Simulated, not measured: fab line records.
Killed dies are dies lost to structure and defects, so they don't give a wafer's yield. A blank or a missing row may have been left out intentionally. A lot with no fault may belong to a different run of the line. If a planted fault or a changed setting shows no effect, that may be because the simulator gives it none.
Split-lot study + flow sfq_line + 20 wafers read from 5 lots, route of 325 steps

## ABOUT THE SPLIT
At SFQ_TRILAYER_M3_ETCH_METAL_ETCH_078 (etches Nb in Cl2/Ar, stops on SiO2, target depth 240 nm, time 120 s), the setting icp_w was moved away from the recipe's 600 W on 6 of the 20 wafers read, by +6.7% to +10.9%. All remaining wafers had this setting at the recipe value.

The reading comes from the split's own step.

## THE READING
KrF_of_TRILAYER_M3_LITHO_COAT_075.thk_nm (the simulator's own value, which no gauge read), in nm, at SFQ_TRILAYER_M3_ETCH_METAL_ETCH_078 (etches Nb in Cl2/Ar, stops on SiO2, target depth 240 nm, time 120 s). There is no usual value for it anywhere in the file. Here, 14 wafers ran the recipe; their average is 383.5 nm with a standard deviation of 2.8 nm.

| wafer  | tool, chamber at the split | icp_w as run, W | against the recipe | KrF_of_TRILAYER_M3_LITHO_COAT_075.thk_nm, nm | against lot-mates on the recipe |
|--------|----------------------------|-----------------|--------------------|----------------------------------------------|---------------------------------|
| L074.4 | rie_metal-04, 1            | 600             | recipe             | 378.9                                        | -                               |
| L074.5 | rie_metal-04, 1            | 600             | recipe             | 380.3                                        | -                               |
| L074.6 | rie_metal-04, 0            | 600             | recipe             | 379.2                                        | -                               |
| L076.1 | rie_metal-04, 1            | 600             | recipe             | 380.4                                        | -                               |
| L076.2 | rie_metal-04, 0            | 665.1           | +10.9%             | 369.8                                        | -12.3                           |
| L076.3 | rie_metal-04, 0            | 665.1           | +10.9%             | 369.1                                        | -13.0                           |
| L076.4 | rie_metal-04, 1            | 665.1           | +10.9%             | 368.6                                        | -13.5                           |
| L076.6 | rie_metal-04, 0            | 600             | recipe             | 383.9                                        | -                               |
| L080.1 | rie_metal-01, 0            | 600             | recipe             | 387.4                                        | -                               |
| L080.2 | rie_metal-01, 1            | 600             | recipe             | 386.6                                        | -                               |
| L080.4 | rie_metal-01, 0            | 600             | recipe             | 384.8                                        | -                               |
| L080.5 | rie_metal-01, 1            | 600             | recipe             | 385.7                                        | -                               |
| L080.6 | rie_metal-01, 0            | 600             | recipe             | 385.8                                        | -                               |
| L084.5 | rie_metal-03, 1            | 600             | recipe             | 386.1                                        | -                               |
| L084.6 | rie_metal-03, 0            | 600             | recipe             | 381                                          | -                               |
| L085.1 | rie_metal-03, 0            | 640.4           | +6.7%              | 370.8                                        | -13.5                           |
| L085.2 | rie_metal-03, 1            | 600             | recipe             | 384                                          | -                               |
| L085.3 | rie_metal-03, 1            | 640.4           | +6.7%              | 373.7                                        | -10.6                           |
| L085.5 | rie_metal-03, 1            | 600             | recipe             | 384.6                                        | -                               |
| L085.6 | rie_metal-03, 0            | 640.4           | +6.7%              | 369.8                                        | -14.5                           |

THE FIT
A straight line over all 20 wafers: KrF_of_TRILAYER_M3_LITHO_COAT_075.thk_nm changes by -1.43 nm for each +1% of icp_w; r = -0.91; the points scatter about the line by 2.8 nm.
The same after taking each lot's own level away (the mean of its wafers on the recipe; 20 wafers): -1.37 nm for each +1%; r = -0.94; scatter 2.1 nm.
Per that fit: largest icp_w move, reading shift of 15 nm.
Across the lots, their own levels run from 379.47 to 386.06 nm, a range of 2.3 times the standard deviation given above.
So the lot-to-lot level changes the slope little: the two slopes agree.
Check: -16 nm against its lot-mates is what the line predicts for one of the wafers moved furthest among these (+10.9%) when that wafer is left out of the fit. Against them it came out at -12.3 nm.

## THESE WAFERS: OTHER SPLITS
Note: prior to the reading, these wafers also went through further splits. Each is held against what the fit with the lots' levels taken away leaves over:
| other split on the same wafers                      | wafers away from the commonest value | r with KrF_of_TRILAYER_M3_LITHO_COAT_075.thk_nm (lot level and that fit taken away) |
|-----------------------------------------------------|--------------------------------------|-------------------------------------------------------------------------------------|
| SFQ_TRILAYER_I1_VIA_BARC_OPEN_VIA_ETCH_071 time_s   | 5                                    | +0.08                                                                               |
| SFQ_TRILAYER_M2_LITHO_COAT_057 spin_rpm             | 5                                    | +0.35                                                                               |
| SFQ_TRILAYER_I2_DEP_PECVD_063 time_s                | 5                                    | -0.44                                                                               |
| SFQ_TRILAYER_I2_VIA_LITHO_COAT_067 spin_rpm         | 6                                    | +0.32                                                                               |
| SFQ_TRILAYER_I2_VIA_BARC_OPEN_VIA_ETCH_096 source_w | 10                                   | +0.08                                                                               |

## THE FILE'S OWN FIT
KrF_of_TRILAYER_M3_LITHO_COAT_075.thk_nm changes by -1.4 nm for each +1% of icp_w, r = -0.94.
